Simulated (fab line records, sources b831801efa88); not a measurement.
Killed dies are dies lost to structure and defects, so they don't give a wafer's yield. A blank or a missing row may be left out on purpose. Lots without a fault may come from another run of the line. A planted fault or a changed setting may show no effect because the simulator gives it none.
fab line records | flow sky130
record lots=24 wafers=72 last_day=50
route steps=708 shown SONOS_ONO@181 RES_XHIGH@340 VIA1@482 VIA2@509 CAP2M@606 METAL4@631
lots that met no fault: from a run of the same line without faults
start_h: hours from the record's first day to the start of the lot's first wafer shown | wait_h: hours since the lot's step before | " the same as in the row above | L1.1+2: a row that stands for several wafers | - no value, or no start given | * or withheld: withheld | < > ~ a bound
route shown NAME@n: a module of which the file shows steps, and the number in the route of the first | usual: mean/standard deviation of fault-free wafers | same: alike in all rows | chamber/n: place in a boat | sites: the reading at each site | _std_site: their standard deviation | _edge_site: outer sites' mean less inner sites' | radius_mm: how far each site lies from the wafer's centre | mask NAME#n: copy n | behind: the tool/chamber that last shaped the wafer | hold: why the lot was held/for how many hours/how that ended | device: the transistor (n, p or np) that didn't switch | end of line: the same wafers' tests at the end of the route | a step without rows: its recipe alone | killed: dies lost to structure and defects at the first sort, not the wafer's yield | map: a wafer's dies, x killed, . not, _ none there
set.NAME: the setting as run; set.NAME@STEP: as run at that earlier step | model.NAME: the simulator's own value behind a step, which no gauge read
steps of the route over a sample of lots; a table a step, a row a wafer
services: from which hour (start_h, from the record's first day; less than 0 if before it) a tool's chamber was out of use, for how many hours, and why
## steps
# step SKY_SONOS_ONO_CD_MEAS_13
# recipe target_cd_nm=410
# usual cd_nm=410.3/1.9
# columns lot.wafer tool chamber start_h wait_h cd_nm
L075.1 cd_sem-02 - 291.40 0.1 413.3
L075.4 " - " " 414.5
L075.5 " - " " 411.2
L074.3 cd_sem-02 - 292.22 0.1 413.6
L074.4 " - " " 410.9
L074.6 " - " " 411.0
L076.1 cd_sem-02 - 297.35 0.1 411.2
L076.4 " - " " 409.4
L076.6 " - " " 410.7
L077.2 cd_sem-01 - 297.46 0.1 411.2
L077.3 " - " " 409.9
L077.6 " - " " 409.0
L078.3 cd_sem-02 - 305.03 0.1 410.0
L078.4 " - " " 411.4
L078.5 " - " " 407.9
L079.1 cd_sem-02 - 315.55 0.1 412.9
L079.3 " - " " 413.4
L079.5 " - " " 413.4
L080.2 cd_sem-01 - 329.26 0.1 408.9
L080.5 " - " " 409.1
L080.6 " - " " 409.5
L081.1 cd_sem-02 - 339.08 0.1 407.2
L081.2 " - " " 408.7
L081.5 " - " " 406.9
L082.4 cd_sem-02 - 353.20 0.1 411.1
L082.5 " - " " 413.0
L082.6 " - " " 412.6
L084.1 cd_sem-02 - 364.85 0.1 411.2
L084.2 " - " " 413.4
L084.6 " - " " 410.0
L083.1 cd_sem-01 - 364.93 0.1 408.7
L083.3 " - " " 410.1
L083.5 " - " " 407.8
L085.1 cd_sem-01 - 376.88 0.1 409.6
L085.2 " - " " 407.2
L085.3 " - " " 411.6
L086.1 cd_sem-02 - 384.50 0.4 411.4
L086.4 " - " " 409.2
L086.6 " - " " 411.5
L087.3 cd_sem-01 - 394.14 0.1 410.4
L087.5 " - " " 412.0
L087.6 " - " " 411.8
L088.1 cd_sem-01 - 399.23 0.1 407.6
L088.3 " - " " 409.3
L088.4 " - " " 407.9
L089.2 cd_sem-02 - 399.71 0.1 407.9
L089.3 " - " " 411.3
L089.6 " - " " 410.1
L090.1 cd_sem-02 - 411.79 0.1 409.1
L090.2 " - " " 410.3
L090.6 " - " " 411.9
L091.1 cd_sem-02 - 415.50 0.1 407.6
L091.5 " - " " 410.4
L091.6 " - " " 409.3
L092.2 cd_sem-02 - 426.85 0.1 409.4
L092.4 " - " " 409.1
L092.6 " - " " 412.3
L093.3 cd_sem-01 - 437.48 0.1 412.4
L093.4 " - " " 412.6
L093.6 " - " " 412.1
L094.2 cd_sem-01 - 443.07 0.1 410.9
L094.3 " - " " 410.9
L094.5 " - " " 411.0
L095.2 cd_sem-02 - 444.86 0.1 410.1
L095.3 " - " " 409.7
L095.5 " - " " 407.8
L096.1 cd_sem-01 - 463.18 0.1 408.9
L096.3 " - " " 410.6
L096.4 " - " " 409.5
L097.1 cd_sem-02 - 467.54 0.1 411.6
L097.2 " - " " 411.0
L097.4 " - " " 410.2
# step SKY_RES_XHIGH_STRIP_08
# recipe chemistry=O2/N2 power_w=1400 pressure_mtorr=1500 platen_temp_c=withheld o2_flow_sccm=3000 n2_flow_sccm=300 overash_fraction=0.5
# usual drypump_motor_current_A=5.3/0.32 oes_product_au=0.711/0.0045 strip_time_to_endpoint_s=14.27/0.045
# columns lot.wafer tool chamber start_h wait_h drypump_motor_current_A oes_product_au rf_hours_counter_h strip_time_to_endpoint_s
L075.1 plasma_asher-01 1 628.01 0.1 4.7 0.704 96 14.27
L075.4 " 0 " " 5.8 0.706 - 14.26
L075.5 " 0 " " 5.9 0.715 - 14.24
L074.3 plasma_asher-03 1 631.32 0.1 5.2 0.707 - 14.21
L074.4 " 0 " " 5.2 0.714 - 14.23
L074.6 " 0 " " 5.2 0.720 - 14.24
L076.1 plasma_asher-03 0 636.34 0.1 5.2 0.712 20 14.25
L076.4 " 0 " " 5.2 0.715 - 14.24
L076.6 " 0 " " 5.2 0.706 - 14.26
L077.2 plasma_asher-03 1 637.60 0.1 5.3 0.709 21 14.26
L077.3 " 1 " " 5.3 0.706 - 14.27
L077.6 " 0 " " 5.2 0.716 - 14.28
L078.3 plasma_asher-03 0 644.40 0.1 5.2 0.715 - 14.25
L078.4 " 1 " " 5.3 0.711 - 14.23
L078.5 " 1 " " 5.2 0.714 - 14.25
L079.1 plasma_asher-01 0 656.84 0.1 5.9 0.708 99 14.21
L079.3 " 1 " " 4.7 0.713 - 14.25
L079.5 " 0 " " 5.8 0.705 - 14.19
L080.2 plasma_asher-04 0 670.11 0.1 5.5 0.712 54 14.21
L080.5 " 0 " " 5.5 0.708 - 14.28
L080.6 " 1 " " 5.4 0.708 - 14.23
L081.1 plasma_asher-03 0 681.90 0.1 5.2 0.709 25 14.30
L081.2 " 1 " " 5.3 0.708 25 14.31
L081.5 " 0 " " 5.2 0.709 - 14.31
L082.4 plasma_asher-01 1 695.05 0.1 4.7 0.707 - 14.26
L082.5 " 1 " " 4.7 0.719 - 14.26
L082.6 " 0 " " 5.9 0.705 - 14.24
L084.1 plasma_asher-03 0 707.25 0.1 5.2 0.714 27 14.19
L084.2 " 1 " " 5.3 0.711 27 14.17
L084.6 " 1 " " 5.2 0.707 - 14.17
L083.1 plasma_asher-03 0 712.86 0.1 5.2 0.716 28 14.28
L083.3 " 1 " " 5.3 0.710 - 14.31
L083.5 " 0 " " 5.2 0.708 - 14.30
L085.1 plasma_asher-04 0 718.45 0.1 5.5 0.717 58 14.24
L085.2 " 1 " " 5.3 0.721 58 14.24
L085.3 " 1 " " 5.3 0.709 - 14.24
L086.1 plasma_asher-01 1 724.76 0.1 4.7 0.712 106 14.32
L086.4 " 1 " " 4.7 0.712 - 14.31
L086.6 " 0 " " 5.9 0.711 - 14.33
L087.3 plasma_asher-03 1 736.37 0.1 5.3 0.716 - 14.27
L087.5 " 0 " " 5.2 0.703 - 14.28
L087.6 " 1 " " 5.3 0.715 - 14.31
L088.1 plasma_asher-04 1 741.75 0.1 5.3 0.712 61 14.26
L088.3 " 0 " " 5.6 0.711 - 14.23
L088.4 " 1 " " 5.3 0.711 - 14.25
L089.2 plasma_asher-01 1 742.84 0.1 4.7 0.712 0 14.32
L089.3 " 1 " " 4.8 0.716 - 14.25
L089.6 " 0 " " 5.8 0.706 - 14.27
L090.1 plasma_asher-01 1 754.80 0.1 4.8 0.720 1 14.34
L090.2 " 0 " " 5.8 0.704 1 14.36
L090.6 " 0 " " 5.8 0.711 - 14.37
L091.1 plasma_asher-01 1 760.05 0.1 4.7 0.710 2 14.29
L091.5 " 0 " " 5.9 0.717 - 14.34
L091.6 " 1 " " 4.7 0.717 - 14.34
L092.2 plasma_asher-04 0 765.34 0.1 5.5 0.719 63 14.24
L092.4 " 0 " " 5.5 0.703 - 14.26
L092.6 " 0 " " 5.5 0.718 - 14.27
L093.3 plasma_asher-04 1 777.15 0.1 5.3 0.716 - 14.33
L093.4 " 0 " " 5.5 0.709 - 14.33
L093.6 " 0 " " 5.5 0.710 - 14.30
L094.2 plasma_asher-04 0 779.75 0.1 5.5 0.720 64 14.26
L094.3 " 1 " " 5.3 0.714 - 14.35
L094.5 " 1 " " 5.3 0.713 - 14.30
L095.2 plasma_asher-04 1 783.70 0.1 5.4 0.710 65 14.30
L095.3 " 1 " " 5.3 0.708 - 14.28
L095.5 " 1 " " 5.3 0.711 - 14.29
L096.1 plasma_asher-03 0 798.85 0.1 5.2 0.711 36 14.23
L096.3 " 1 " " 5.2 0.703 - 14.22
L096.4 " 0 " " 5.2 0.710 - 14.24
L097.1 plasma_asher-04 0 802.16 0.1 5.6 0.709 67 14.18
L097.2 " 1 " " 5.3 0.707 67 14.25
L097.4 " 0 " " 5.5 0.711 - 14.20
# step SKY_VIA1_CMP_24
# recipe stop_on=SiO2 t_overpolish_s=15 down_force_psi=3.5 platen_rpm=60 target_thk_nm=0 pad_velocity_m_s=0.94248
# usual motor_current_A=11.3/1.3 overpolish_run_s=15.000/0.0096 slurry_filter_dp_kPa=13.50/0.14 time_to_endpoint_s=63.9/2.8
# same t_overpolish_s=15
# columns lot.wafer tool chamber start_h wait_h motor_current_A overpolish_run_s slurry_filter_dp_kPa time_to_endpoint_s
L075.1 cmp-02 3 807.18 0.1 10.7 15.001 13.54 64.7
L075.4 " 0 " " 11.1 15.012 13.41 66.3
L075.5 " 3 " " 10.9 14.998 13.51 64.2
L074.3 cmp-01 0 809.35 0.1 11.1 15.013 13.56 61.6
L074.4 " 1 " " 10.3 15.000 13.63 62.0
L074.6 " 0 " " 11.7 14.996 13.27 62.1
L076.1 cmp-02 1 814.93 0.1 13.8 14.999 13.49 65.0
L076.4 " 2 " " 10.5 15.005 13.39 68.9
L076.6 " 1 " " 13.6 14.983 13.48 63.5
L077.3 cmp-02 0 816.14 0.0 10.5 15.008 13.34 66.3
L077.2 " 3 " " 10.1 14.998 13.28 65.2
L077.6 " 1 " " 14.0 14.986 13.58 68.0
L078.3 cmp-01 2 821.41 0.0 12.1 15.006 13.53 62.6
L078.4 " 3 " " 10.2 14.995 13.31 68.9
L078.5 " 3 " " 10.0 14.984 13.54 66.4
L079.1 cmp-02 2 831.15 0.1 9.2 14.993 13.47 62.8
L079.3 " 0 " " 10.4 14.984 13.65 63.9
L079.5 " 1 " " 14.3 14.977 13.51 63.6
L080.2 cmp-02 1 844.43 0.1 14.1 14.989 13.40 61.2
L080.6 " 3 " " 10.4 14.993 13.47 64.8
L080.5 " 0 " " 10.7 14.977 13.31 64.3
L081.2 cmp-02 2 854.52 0.1 10.1 14.997 13.46 64.1
L081.1 " 3 " " 10.3 15.005 13.44 65.9
L081.5 " 2 " " 10.2 15.001 13.77 69.4
L082.4 cmp-02 2 864.89 0.2 10.0 15.004 13.48 63.4
L082.5 " 1 " " 14.2 15.009 13.64 60.5
L082.6 " 2 " " 9.9 14.981 13.19 62.7
L084.1 cmp-02 0 876.85 0.1 10.6 15.007 13.29 64.6
L084.2 " 2 " " 10.5 14.991 13.58 68.2
L084.6 " 3 " " 10.9 14.999 13.50 64.2
L083.1 cmp-02 2 882.97 0.1 10.1 14.989 13.58 66.0
L083.3 " 0 " " 10.4 15.010 13.42 63.0
L083.5 " 2 " " 10.2 15.005 13.31 66.0
L085.2 cmp-01 3 885.59 0.0 10.9 14.984 13.40 69.3
L085.1 " 0 " " 11.7 15.010 13.45 60.4
L085.3 " 1 " " 10.3 15.010 13.47 58.5
L086.1 cmp-01 1 892.14 0.1 11.8 14.999 13.50 58.3
L086.4 " 3 " " 10.5 14.994 13.54 65.5
L086.6 " 0 " " 11.1 15.001 13.70 62.5
L087.3 cmp-01 1 902.30 0.1 10.9 15.002 13.60 55.7
L087.6 " 3 " " 10.3 15.004 13.46 65.6
L087.5 " 0 " " 11.4 14.990 13.61 60.6
L088.3 cmp-02 2 907.70 0.1 10.8 15.016 13.54 62.0
L088.1 " 3 " " 10.0 15.005 13.51 65.8
L088.4 " 0 " " 10.6 15.006 13.47 63.2
L089.3 cmp-01 2 909.34 0.0 12.1 14.999 13.33 63.8
L089.2 " 0 " " 11.9 14.996 13.71 62.2
L089.6 " 3 " " 10.5 14.999 13.70 64.3
L090.1 cmp-02 1 919.60 0.1 13.4 15.014 13.66 63.4
L090.2 " 2 " " 10.1 15.003 13.69 68.7
L090.6 " 1 " " 14.2 14.996 13.57 62.7
L091.1 cmp-02 2 923.49 0.1 10.2 15.003 13.52 65.5
L091.6 " 1 " " 13.4 15.001 13.18 61.9
L091.5 " 2 " " 10.0 15.001 13.35 64.7
L092.4 cmp-01 2 926.62 0.0 13.3 14.992 13.56 61.4
L092.2 " 0 " " 11.2 15.000 13.64 61.7
L092.6 " 3 " " 10.2 15.000 13.53 61.5
L093.4 cmp-01 0 937.21 0.0 11.0 14.992 13.79 61.9
L093.3 " 1 " " 11.0 15.015 13.26 59.6
L093.6 " 1 " " 10.4 15.002 13.70 59.2
L094.2 cmp-02 0 938.79 0.0 11.5 15.016 13.57 64.1
L094.3 " 3 " " 10.3 15.005 13.47 66.5
L094.5 " 1 " " 13.6 15.008 13.56 65.9
L095.2 cmp-01 0 945.24 0.1 11.4 14.998 13.60 62.5
L095.3 " 1 " " 11.5 14.996 13.43 57.7
L095.5 " 0 " " 10.8 14.991 13.47 60.4
L096.3 cmp-02 2 957.35 0.0 10.6 15.020 13.49 65.8
L096.4 " 0 " " 11.3 15.016 13.48 64.7
L096.1 " 1 " " 13.5 15.000 13.56 65.3
L097.1 cmp-01 0 961.58 0.1 11.2 14.986 13.49 60.1
L097.4 " 2 " " 12.3 14.998 13.53 64.1
L097.2 " 3 " " 10.5 15.004 13.43 66.0
# step SKY_VIA2_CMP_02
# recipe material=SiO2 down_force_psi=4 platen_rpm=60 pad_velocity_m_s=0.94248
# usual motor_current_A=12.5/1.4 slurry_filter_dp_kPa=13.52/0.14
# columns lot.wafer tool chamber start_h wait_h motor_current_A slurry_filter_dp_kPa
L075.4 cmp-01 0 834.97 0.1 12.4 13.54
L075.1 " 1 " " 12.9 13.53
L075.5 " 3 " " 11.3 13.50
L074.3 cmp-02 1 837.12 0.2 14.5 13.60
L074.4 " 2 " " 11.0 13.80
L074.6 " 2 " " 11.2 13.54
L076.1 cmp-01 2 842.08 0.1 14.0 13.22
L076.4 " 0 " " 12.0 13.54
L076.6 " 1 " " 12.4 13.45
L077.2 cmp-02 0 843.58 0.0 11.4 13.67
L077.3 " 1 " " 15.1 13.54
L077.6 " 0 " " 12.4 13.39
L078.3 cmp-02 3 848.70 0.1 11.5 13.49
L078.4 " 1 " " 14.5 13.45
L078.5 " 3 " " 11.3 13.62
L079.1 cmp-02 3 858.53 0.1 11.1 13.42
L079.3 " 0 " " 11.1 13.44
L079.5 " 3 " " 12.3 13.87
L080.2 cmp-02 2 871.36 0.2 11.5 13.23
L080.6 " 3 " " 11.7 13.50
L080.5 " 0 " " 11.8 13.40
L081.2 cmp-02 3 881.68 0.1 11.4 13.53
L081.1 " 0 " " 11.6 13.65
L081.5 " 1 " " 14.9 13.64
L082.4 cmp-02 0 891.30 0.3 11.4 13.47
L082.6 " 3 " " 12.1 13.53
L082.5 " 0 " " 11.3 13.42
L084.2 cmp-01 2 903.19 0.1 13.9 13.47
L084.1 " 0 " " 12.0 13.32
L084.6 " 2 " " 13.9 13.66
L083.3 cmp-02 1 909.66 0.1 15.0 13.82
L083.1 " 2 " " 11.9 13.63
L083.5 " 1 " " 14.9 13.31
L085.1 cmp-01 0 912.46 0.1 12.2 13.44
L085.2 " 1 " " 12.1 13.42
L085.3 " 2 " " 13.8 13.45
L086.4 cmp-02 0 918.78 0.1 11.8 13.50
L086.1 " 2 " " 11.9 13.68
L086.6 " 0 " " 11.4 13.72
L087.3 cmp-02 0 927.26 0.2 11.7 13.45
L087.5 " 1 " " 15.5 13.52
L087.6 " 2 " " 11.1 13.47
L088.3 cmp-01 3 933.22 0.0 12.0 13.45
L088.4 " 0 " " 12.1 13.60
L088.1 " 1 " " 12.4 13.45
L089.3 cmp-01 1 934.75 0.0 11.5 13.60
L089.2 " 0 " " 12.4 13.48
L089.6 " 2 " " 13.9 13.67
L090.2 cmp-02 0 945.22 0.1 11.7 13.48
L090.1 " 1 " " 15.5 13.45
L090.6 " 0 " " 11.2 13.59
L091.1 cmp-02 1 948.97 0.1 14.9 13.63
L091.5 " 3 " " 11.3 13.50
L091.6 " 0 " " 11.8 13.32
L092.4 cmp-01 0 952.10 0.0 12.9 13.08
L092.2 " 2 " " 13.7 13.56
L092.6 " 0 " " 12.1 13.72
L093.4 cmp-02 3 962.95 0.0 11.8 13.44
L093.3 " 2 " " 10.8 13.45
L093.6 " 3 " " 11.2 13.69
L094.3 cmp-02 0 964.29 0.0 12.0 13.42
L094.2 " 2 " " 11.3 13.29
L094.5 " 0 " " 11.8 13.47
L095.2 cmp-01 1 971.25 0.0 12.4 13.56
L095.3 " 3 " " 11.3 13.64
L095.5 " 2 " " 13.2 13.59
L096.1 cmp-01 2 982.80 0.1 13.8 13.27
L096.3 " 3 " " 11.0 13.48
L096.4 " 0 " " 12.4 13.65
L097.1 cmp-02 0 986.91 0.1 11.6 13.52
L097.4 " 2 " " 11.2 13.27
L097.2 " 3 " " 12.3 13.72
# step SKY_CAP2M_RS_MEAS_03
# recipe thk_meas_gauge=four-point-probe reads=TiN_of_CAP2M_SPUTTER_02
# usual CAP2M_TIN_RS=6.90/0.074
# columns lot.wafer tool chamber start_h wait_h CAP2M_TIN_RS[ohm/sq]
L075.1 film_metro-03 - 940.40 0.1 6.91
L075.4 " - " " 6.90
L075.5 " - " " 6.89
L074.3 film_metro-04 - 942.53 0.1 6.90
L074.4 " - " " 6.93
L074.6 " - " " 6.97
L076.1 film_metro-02 - 946.59 0.1 7.04
L076.4 " - " " 6.90
L076.6 " - " " 6.91
L077.2 film_metro-02 - 947.26 0.1 6.90
L077.3 " - " " 6.84
L077.6 " - " " 6.87
L078.3 film_metro-02 - 952.34 0.1 6.85
L078.4 " - " " 6.91
L078.5 " - " " 6.93
L079.1 film_metro-03 - 963.18 0.1 6.86
L079.3 " - " " 6.82
L079.5 " - " " 6.83
L080.2 film_metro-02 - 974.09 0.1 6.90
L080.5 " - " " 6.90
L080.6 " - " " 6.89
L081.1 film_metro-03 - 983.89 0.1 6.92
L081.2 " - " " 6.97
L081.5 " - " " 6.94
L082.4 film_metro-03 - 995.50 0.1 6.97
L082.5 " - " " 6.96
L082.6 " - " " 6.90
L084.1 film_metro-02 - 1002.80 0.1 6.96
L084.2 " - " " 7.02
L084.6 " - " " 6.96
L083.1 film_metro-04 - 1008.18 0.1 6.87
L083.3 " - " " 6.94
L083.5 " - " " 6.86
L085.1 film_metro-04 - 1010.65 0.1 6.88
L085.2 " - " " 6.90
L085.3 " - " " 6.92
L086.1 film_metro-02 - 1019.65 0.1 6.77
L086.4 " - " " 6.83
L086.6 " - " " 6.79
L087.3 film_metro-02 - 1025.48 0.1 6.98
L087.5 " - " " 6.98
L087.6 " - " " 6.97
L088.1 film_metro-02 - 1029.18 0.1 6.91
L088.3 " - " " 6.89
L088.4 " - " " 6.98
L089.2 film_metro-03 - 1031.75 0.1 6.80
L089.3 " - " " 6.84
L089.6 " - " " 6.83
L090.1 film_metro-03 - 1049.18 0.1 6.88
L090.2 " - " " 7.06
L090.6 " - " " 7.00
L091.1 film_metro-04 - 1050.55 0.1 6.96
L091.5 " - " " 6.93
L091.6 " - " " 6.92
L092.2 film_metro-02 - 1051.15 0.1 6.80
L092.4 " - " " 6.85
L092.6 " - " " 6.90
L093.3 film_metro-03 - 1059.02 0.1 6.83
L093.4 " - " " 6.82
L093.6 " - " " 6.79
L094.2 film_metro-03 - 1061.15 0.1 6.95
L094.3 " - " " 6.95
L094.5 " - " " 6.98
L095.2 film_metro-04 - 1068.84 0.1 6.87
L095.3 " - " " 6.78
L095.5 " - " " 6.81
L096.1 film_metro-04 - 1078.52 0.1 7.07
L096.3 " - " " 7.05
L096.4 " - " " 7.12
L097.1 film_metro-02 - 1082.12 0.1 6.81
L097.2 " - " " 6.87
L097.4 " - " " 6.79
# step SKY_METAL4_DESCUM_15
# recipe chemistry=O2 source_power_w=150 bias_power_w=0 pressure_mtorr=10 temp_c=40 time_s=8
# usual drypump_motor_current_A=6.0/0.32 oes_product_au=1.001/0.012
# columns lot.wafer tool chamber start_h wait_h drypump_motor_current_A oes_product_au rf_hours_counter_h
L075.1 rie_metal-02 0 988.17 0.0 6.2 0.977 6
L075.4 " 1 " " 5.5 1.019 -
L075.5 " 1 " " 5.5 1.020 -
L074.3 rie_metal-03 0 991.34 0.0 6.4 1.009 -
L074.4 " 1 " " 6.3 0.992 -
L074.6 " 1 " " 6.3 0.993 -
L076.1 rie_metal-02 0 994.00 0.0 6.2 0.984 7
L076.4 " 0 " " 6.2 0.978 -
L076.6 " 0 " " 6.2 0.985 -
L077.2 rie_metal-01 1 995.89 0.0 6.2 0.997 7
L077.3 " 0 " " 5.6 1.012 -
L077.6 " 0 " " 5.7 1.012 -
L078.3 rie_metal-01 0 998.55 0.0 5.7 1.009 -
L078.4 " 1 " " 6.2 1.006 -
L078.5 " 1 " " 6.2 1.011 -
L079.1 rie_metal-02 0 1008.49 0.0 6.2 0.992 9
L079.3 " 0 " " 6.2 0.990 -
L079.5 " 0 " " 6.2 0.988 -
L080.2 rie_metal-01 1 1023.79 0.0 6.2 1.010 8
L080.5 " 0 " " 5.7 1.006 -
L080.6 " 1 " " 6.2 1.000 -
L081.1 rie_metal-02 0 1027.94 0.0 6.2 0.990 10
L081.2 " 1 " " 5.5 0.999 1
L081.5 " 0 " " 6.2 0.987 -
L082.4 rie_metal-03 0 1041.76 0.0 6.4 1.005 -
L082.5 " 0 " " 6.4 1.010 -
L082.6 " 1 " " 6.3 0.996 -
L084.1 rie_metal-02 1 1048.56 0.0 5.5 0.993 3
L084.2 " 0 " " 6.2 0.980 12
L084.6 " 1 " " 5.5 0.994 -
L083.1 rie_metal-01 0 1054.35 0.0 5.7 1.009 18
L083.3 " 1 " " 6.2 1.014 -
L083.5 " 1 " " 6.1 1.003 -
L085.1 rie_metal-02 1 1056.65 0.0 5.6 0.998 4
L085.2 " 1 " " 5.6 1.004 -
L085.3 " 1 " " 5.5 0.996 -
L086.1 rie_metal-01 1 1066.20 0.0 6.2 1.007 11
L086.4 " 0 " " 5.7 1.011 -
L086.6 " 0 " " 5.7 1.008 -
L087.3 rie_metal-01 1 1071.62 0.0 6.2 1.003 -
L087.5 " 1 " " 6.2 1.002 -
L087.6 " 0 " " 5.7 1.002 -
L088.1 rie_metal-01 1 1075.45 0.0 6.2 1.019 12
L088.3 " 1 " " 6.2 1.006 -
L088.4 " 0 " " 5.7 1.010 -
L089.2 rie_metal-01 1 1077.71 0.0 6.2 1.003 12
L089.3 " 1 " " 6.1 1.005 -
L089.6 " 1 " " 6.2 1.005 -
L090.1 rie_metal-02 1 1095.15 0.0 5.5 1.009 8
L090.2 " 0 " " 6.2 0.983 12
L090.6 " 0 " " 6.3 0.977 -
L091.1 rie_metal-02 1 1096.44 0.0 5.5 1.002 8
L091.5 " 0 " " 6.2 0.974 -
L091.6 " 1 " " 5.5 1.003 -
L092.2 rie_metal-02 1 1096.86 0.0 5.5 1.025 8
L092.4 " 0 " " 6.2 0.995 -
L092.6 " 0 " " 6.2 0.989 -
L093.3 rie_metal-03 1 1104.16 0.0 6.3 0.995 -
L093.4 " 0 " " 6.4 1.031 -
L093.6 " 1 " " 6.3 1.000 -
L094.2 rie_metal-01 0 1104.69 0.0 5.7 1.001 21
L094.3 " 1 " " 6.2 0.994 -
L094.5 " 1 " " 6.2 1.005 -
L095.2 rie_metal-01 1 1111.16 0.0 6.2 0.995 15
L095.3 " 0 " " 5.7 1.005 -
L095.5 " 1 " " 6.2 0.997 -
L096.1 rie_metal-03 0 1119.99 0.0 6.4 1.020 20
L096.3 " 1 " " 6.3 0.988 -
L096.4 " 0 " " 6.4 1.016 -
L097.1 rie_metal-03 0 1122.99 0.0 6.4 1.015 21
L097.2 " 1 " " 6.3 0.989 23
L097.4 " 0 " " 6.4 1.014 -
## services
# columns tool chamber start_h hours kind
cmp-01 - 655.92 0.6 repair
cmp-02 - 661.01 5.8 pm
cmp-02 - 684.89 3.4 repair
cmp-02 - 719.18 0.3 repair
cmp-02 - 744.19 4.0 pm
cmp-01 - 813.18 3.9 repair
cmp-01 - 817.03 3.9 pm
cmp-02 - 817.53 0.3 repair
cmp-01 - 836.72 1.8 repair
cmp-01 - 859.78 1.6 repair
cmp-01 - 862.84 0.2 repair
cmp-02 - 872.72 0.3 repair
cmp-01 - 889.94 1.7 repair
cmp-02 - 902.63 3.3 pm
cmp-01 - 913.95 4.0 pm
cmp-02 - 946.94 0.8 repair
cmp-02 - 1017.87 4.8 repair
cmp-02 - 1030.01 3.4 pm
cmp-02 - 1034.97 3.3 repair
cmp-01 - 1045.41 1.4 repair
cmp-01 - 1053.96 3.3 repair
cmp-01 - 1065.86 2.4 repair
cmp-02 - 1084.19 4.0 pm
cmp-01 - 1103.72 2.4 repair
## key
fault none
